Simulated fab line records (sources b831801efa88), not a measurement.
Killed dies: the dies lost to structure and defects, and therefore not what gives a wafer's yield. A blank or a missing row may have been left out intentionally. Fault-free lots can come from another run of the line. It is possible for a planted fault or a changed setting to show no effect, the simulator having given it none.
Which tool did it? ; flow gf180mcu ; Sampling: 7 lots, 21 wafers, 2 of 602 route steps

== WHAT THE GAUGES SHOWED, per wafer ==
GF_HV_LDD_CD_MEAS_46 targets a cd of 400 nm.
lot;measured;on;cd-nm (nm)
L844;day 13 06:59;cd-sem-01;404.4 403.4 404.4
L849;day 14 22:53;cd-sem-01;404.7 401.7 402.9
L854;day 16 14:52;cd-sem-01;400.4 401.3 401.6
L856;day 17 12:33;cd-sem-01;400.8 398.2 397.7
L858;day 18 10:52;cd-sem-02;395.8 398.8 396.8
L861;day 19 10:55;cd-sem-02;400.6 399.4 399.8
L864;day 20 09:23;cd-sem-02;399.4 400.8 404.6

== WHAT TOOL EACH LOT RAN ON (gives the tool, then ch and the chambers of the sampled wafers, and finally the start) ==
lot;GF_HV_LDD_STRIP_10
L844;plasma-asher-02 ch 0,1, day 10 21:28
L849;plasma-asher-01 ch 0,1, day 12 09:55
L854;plasma-asher-01 ch 0,1, day 13 21:19
L856;plasma-asher-04 ch 0,1, day 14 17:16
L858;plasma-asher-01 ch 0,1, day 15 13:37
L861;plasma-asher-02 ch 0,1, day 16 13:11
L864;plasma-asher-01 ch 0,1, day 17 09:31
- GF_HV_LDD_STRIP_10: strips in O2/N2.

== THE ANSWER, worked out from the rows above alone ==
Rule: the usual values come from the lots themselves. The widest of any qualifying gaps counts: lots, ordered by their means at a reading, are off when they make up no more than a third of the lots, leave a main group of 4 or more, and stand apart from it by 3 or more times the standard deviation of that group's means. The tables above print the reading to a certain number of digits; a main group whose means all agree to those digits is not used. A lot without any number at a reading at which 4 lots or more have one is off too. Any other lot the step has rows for is counted as sound.
Across all readings shown, no lot is off: no conclusion can be drawn from this.

== WHAT THE SIMULATOR PUT IN ==
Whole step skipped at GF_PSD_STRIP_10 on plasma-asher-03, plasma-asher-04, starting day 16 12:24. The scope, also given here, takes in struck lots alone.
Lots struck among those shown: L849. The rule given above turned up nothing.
